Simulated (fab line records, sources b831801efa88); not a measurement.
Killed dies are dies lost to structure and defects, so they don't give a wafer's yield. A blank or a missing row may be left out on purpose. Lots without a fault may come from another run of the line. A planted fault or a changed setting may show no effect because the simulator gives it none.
A struck lot beside a sound one | flow sky130 | 33 steps out of a route of 708
Sound: wafers L458.1, L458.5, L458.6. Struck: wafers L456.3, L456.4, L456.5. The cause comes at the end.
At each step with rows: each side's tool, then ch and its chambers, then its first start. Under that, the readings that differ: sound wafers | struck wafers | difference of the means | sigmas: that difference in standard deviations of wafers without a fault.
alike: readings whose means differ by less than 2 such deviations, and words and numbers that are the same on both sides. not compared: withheld readings, readings that some wafer has no value for, bounds like >300 that may hide the same value, and numbers for which the record gives no deviation and whose values overlap.
The two part at a step that has a row with sigmas, a row that says differs or no value, or rows on one side only. Numbers that don't overlap but have no deviation are shown without sigmas and don't part them. A reading that every wafer of one side lacks parts them only if that side has two wafers or more.

SKY_SD_P_CD_MEAS_07: target cd 380 nm.
  sound on cd_sem-01, day 25 10:01; struck on cd_sem-02, day 24 10:25
  alike: cd_nm
SKY_SD_P_OVL_MEAS_08:
  sound on overlay-02, day 25 10:08; struck on overlay-01, day 24 10:31
  alike: SD_P_OVL
then, 1 step without rows for these wafers: SKY_SD_P_IMPLANT_09.
SKY_SD_P_STRIP_10: strips in O2/N2.
  sound on plasma_asher-04 ch 0,1, day 25 10:19; struck on plasma_asher-02 ch 0,1, day 24 10:43
  alike: drypump_motor_current_A, oes_product_au, strip_time_to_endpoint_s
  not compared: rf_hours_counter_h
SKY_SD_P_TW_MEAS_11:
  sound on film_metro-02, day 25 10:25; struck on film_metro-04, day 24 10:49
  alike: SD_P_TW
then, 7 steps without rows for these wafers: SKY_RES_XHIGH_DEHYDRATE_00 (time 60 s); SKY_RES_XHIGH_HMDS_01 (prime time 60 s); SKY_RES_XHIGH_COAT_02 (resist thk 1140 nm); SKY_RES_XHIGH_SOFTBAKE_03 (time 60 s); SKY_RES_XHIGH_EXPOSE_04 (exposes mask URPM, target cd 1270 nm); SKY_RES_XHIGH_PEB_05; SKY_RES_XHIGH_DEVELOP_06 (develop time 60 s).
SKY_RES_XHIGH_IMPLANT_07:
  sound on implanter-04 ch 0, day 26 13:58; struck on implanter-01, day 25 14:10
  no value came back on the struck wafers for beam_energy_keV, beam_on_s (s); on the sound wafers beam_energy_keV reads 19.990 19.999 20.009
SKY_RES_XHIGH_STRIP_08: strips in O2/N2.
  sound on plasma_asher-04 ch 0,1, day 26 14:07; struck on plasma_asher-04 ch 0,1, day 25 14:17
  alike: drypump_motor_current_A, oes_product_au, strip_time_to_endpoint_s
  not compared: rf_hours_counter_h
SKY_RES_XHIGH_TW_MEAS_09:
  sound on film_metro-02, day 26 14:13; struck on film_metro-02, day 25 14:47
  reading      | sound          | struck   | difference | sigmas
  RES_XHIGH_TW | 1639 1635 1628 | 30 30 30 | -1604      | -99 or more
then, 7 steps without rows for these wafers: SKY_SD_N_DEHYDRATE_00 (time 60 s); SKY_SD_N_HMDS_01 (prime time 60 s); SKY_SD_N_COAT_02 (resist thk 1140 nm); SKY_SD_N_SOFTBAKE_03 (time 60 s); SKY_SD_N_EXPOSE_04 (exposes mask NSDM, target cd 380 nm); SKY_SD_N_PEB_05; SKY_SD_N_DEVELOP_06 (develop time 60 s).
SKY_SD_N_CD_MEAS_07: target cd 380 nm.
  sound on cd_sem-02, day 27 17:52; struck on cd_sem-02, day 26 17:52
  alike: cd_nm
SKY_SD_N_OVL_MEAS_08:
  sound on overlay-01, day 27 17:59; struck on overlay-02, day 26 17:58
  alike: SD_N_OVL
then, 2 steps without rows for these wafers: SKY_SD_N_IMPLANT_09; SKY_SD_N_IMPLANT_10.
SKY_SD_N_STRIP_11: strips in O2/N2.
  sound on plasma_asher-03 ch 0,1, day 27 18:19; struck on plasma_asher-04 ch 0,1, day 26 18:19
  alike: drypump_motor_current_A, oes_product_au, strip_time_to_endpoint_s
  not compared: rf_hours_counter_h
SKY_SD_N_TW_MEAS_12:
  sound on film_metro-02, day 27 18:25; struck on film_metro-02, day 26 18:25
  alike: SD_N_TW
then, 1 step without rows for these wafers: SKY_SD_N_CLEAN_13 (cleans in SC1/SC2, time 150 s).
SKY_SD_N_RTA_14: time 2 s.
  sound on rtp_anneal-02 ch 0, day 27 18:31; struck on rtp_anneal-01 ch 0, day 26 18:32
  alike: lamp_power_pct, wafer_temp_C_max
SKY_SD_N_RS_MEAS_16: measures by four-point-probe.
  sound on film_metro-04, day 27 18:42; struck on film_metro-04, day 26 18:43
  alike: SD_N_RS
SKY_SD_N_RS_MEAS_17: measures by four-point-probe.
  sound on film_metro-04, day 27 18:49; struck on film_metro-04, day 26 18:50
  alike: SD_P_RS
SKY_SD_N_RS_MEAS_18: measures by four-point-probe.
  sound on film_metro-04, day 27 18:56; struck on film_metro-04, day 26 18:58
  reading               | sound             | struck            | difference | sigmas
  RES_XHIGH_RS (ohm/sq) | 331.0 331.0 331.3 | 132.7 132.7 132.4 | -198.5     | -99 or more

WHERE THEY PART
First at SKY_RES_XHIGH_IMPLANT_07; last, within this record, at SKY_SD_N_RS_MEAS_18.

WHY: what the simulator had put in
Skipped step whole: implanter-01, from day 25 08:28 on, at SKY_RES_XHIGH_IMPLANT_07. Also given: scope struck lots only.
